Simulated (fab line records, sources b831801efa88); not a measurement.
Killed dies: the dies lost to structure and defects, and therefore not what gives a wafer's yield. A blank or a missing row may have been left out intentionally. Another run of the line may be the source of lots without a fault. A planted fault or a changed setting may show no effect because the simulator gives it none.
8D (eight disciplines) problem report, filled in by code | flow sky130 | the parts of the form that need people (team, actions taken, sign-off) are left out

## 1. WHAT WENT WRONG
oes_product_au at SKY_LI_CONTACT_ETCH_15 reads a mean of 1.635 a.u. on 9 wafers of 3 lots; wafers without a fault read 0.837 a.u. with a standard deviation of 0.0042. So: +99 or more standard deviations from the usual mean.
The step: etches PSG in C4F8/O2/Ar, stops on Si, target depth 600 nm.
First seen on wafer L841.1, day 33 12:32, on rie_diel-01. Wafers with a number at this step in the record: 33, from 11 lots. The rule behind "out" and "out of limits": a value lying over 4 standard deviations away from the usual mean. The rest of the wafers with a number are treated as sound.

## 2. WHAT IT IS, WHAT IT ISN'T
question                    | is                       | is not
which readings at this step | oes_product_au           | rf_fwd_power_W
which lots                  | L841, L842, L843         | L833, L834, L836, L839, L849, L851, L852, L853
which wafers of those lots  | all that have a number   | -
read on which tools         | rie_diel-01, rie_diel-04 | rie_diel-03
when                        | from day 33 12:32        | up to then (12 sound wafers); but 12 sound wafers of L849, L851, L852, L853 came after

## 3. SUSPECTS, AND WHAT RULES EACH OUT
Counting: a tool stays on the suspect list if, at a process step up to the reading, it processed all lots that are out and no sound lot following the first of them.
- cmp-02 at SKY_LI_CONTACT_CMP_02 (polishes PSG): ruled out as a lasting fault. Following L841 (day 32 09:05), the first lot on it that is out, the sound lots L849, L851 were run on it.
Left after counting: nothing in the record.

## 4. THE CAUSE (what the simulator had put in)
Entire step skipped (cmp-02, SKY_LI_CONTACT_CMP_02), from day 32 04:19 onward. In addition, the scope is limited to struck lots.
Counting ruled it out, wrongly: the rule takes a fault to strike every lot that its tool runs from its start on, and this one did not.

## 5. THE EFFECT CHAIN, in route order
Each row: a reading where the mean over the struck wafers with a number is more than 3 standard deviations away from the usual. Only readings for which the record gives a usual standard deviation are gone through. hours: the time from each lot's start at the first step in this table that gives one to its start at this step, as a median over the lots. sigmas: the change in usual standard deviations.
hours | step                   | reading            | usual      | on struck wafers | change | sigmas
0     | SKY_LI_CONTACT_ETCH_15 | oes_product_au     | 0.837 a.u. | 1.635            | +0.798 | +99 or more
372   | SKY_PAD_OPEN_PROBE_99  | killed_at_contacts | 24         | 434              | +410   | +80
372   | SKY_PAD_OPEN_PROBE_99  | killed_dies        | 84         | 492              | +408   | +41
372   | SKY_PAD_OPEN_PROBE_99  | killed_on_rim      | 16         | 96               | +80    | +20
The process steps in it:
- SKY_LI_CONTACT_ETCH_15: etches PSG in C4F8/O2/Ar, stops on Si, target depth 600 nm.
- SKY_PAD_OPEN_PROBE_99
Readings that are blank on the struck wafers while sound wafers have them: edge_zone_pressure_frac at SKY_LI_CONTACT_CMP_02; head_pressure_psi at SKY_LI_CONTACT_CMP_02; motor_current_A at SKY_LI_CONTACT_CMP_02; time_to_endpoint_s at SKY_LI_CONTACT_CMP_02.

## 6. WHAT WOULD HAVE CAUGHT IT SOONER
In this record the first reading out of limits was taken at day 33 12:32, 32 hours after the fault began at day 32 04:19.
At SKY_LI_CONTACT_CMP_02 the tool's readings are blank on the struck wafers, where sound wafers have them: an empty tool record is the first sign, and it was there at once.
